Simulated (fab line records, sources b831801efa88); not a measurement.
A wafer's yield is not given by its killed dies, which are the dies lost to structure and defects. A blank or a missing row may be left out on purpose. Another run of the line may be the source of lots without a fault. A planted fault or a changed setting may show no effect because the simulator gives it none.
Matching of chambers + flow sky130 + SKY_LI_CONTACT_HDPCVD_00 on hdpcvd-02 has 3 sister chambers
The step deposits PSG, target thk 930 nm, time 155 s. 6 wafers are shown with their chamber, then 7 later ones without.

## EACH WAFER AND ITS CHAMBER
| wafer  | chamber | pressure_mtorr (mTorr) |
|--------|---------|------------------------|
| L082.4 | 1       | 5.975                  |
| L089.1 | 1       | 5.989                  |
| L089.3 | 2       | 6.008                  |
| L089.4 | 0       | 6.004                  |
| L090.1 | 2       | 5.993                  |
| L090.5 | 0       | 6.014                  |

## WAFERS WHOSE CHAMBER IS MISSING
| wafer  | pressure_mtorr (mTorr) |
|--------|------------------------|
| L090.6 | 6.013                  |
| L091.1 | 6.020                  |
| L091.4 | 5.990                  |
| L091.6 | 6.002                  |
| L093.1 | 6.017                  |
| L093.4 | 5.996                  |
| L093.5 | 5.993                  |

## THE CHAMBER EACH PASSED THROUGH
| wafer  | from the rows above          | in truth |
|--------|------------------------------|----------|
| L090.6 | can't be placed: 0 or 2      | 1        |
| L091.1 | can't be placed: 0 or 2      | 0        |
| L091.4 | can't be placed: 1 or 2 or 0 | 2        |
| L091.6 | can't be placed: 2 or 0 or 1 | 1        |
| L093.1 | can't be placed: 0 or 2      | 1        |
| L093.4 | can't be placed: 2 or 0 or 1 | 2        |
| L093.5 | can't be placed: 2 or 1 or 0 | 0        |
0 of 7 placed correctly. Can't be placed from these rows: 7 (the true chamber is among the candidates in 5). Placed wrongly: 0.
How it was worked out, from the rows above alone: a wafer's distance from a chamber is the root of the sum, over the readings, of the square of ((its reading less the chamber's mean) divided by the reading's scatter). If the next closest chamber is less than 2 further off than the closest, the wafer can't be placed; otherwise it belongs to the closest. For every chamber, the mean is computed from those of its wafers that are shown. How the scatter is found: for the shown wafers, subtract from each reading the mean of its chamber, square and add these, divide the total by (wafers less chambers), then take the root.
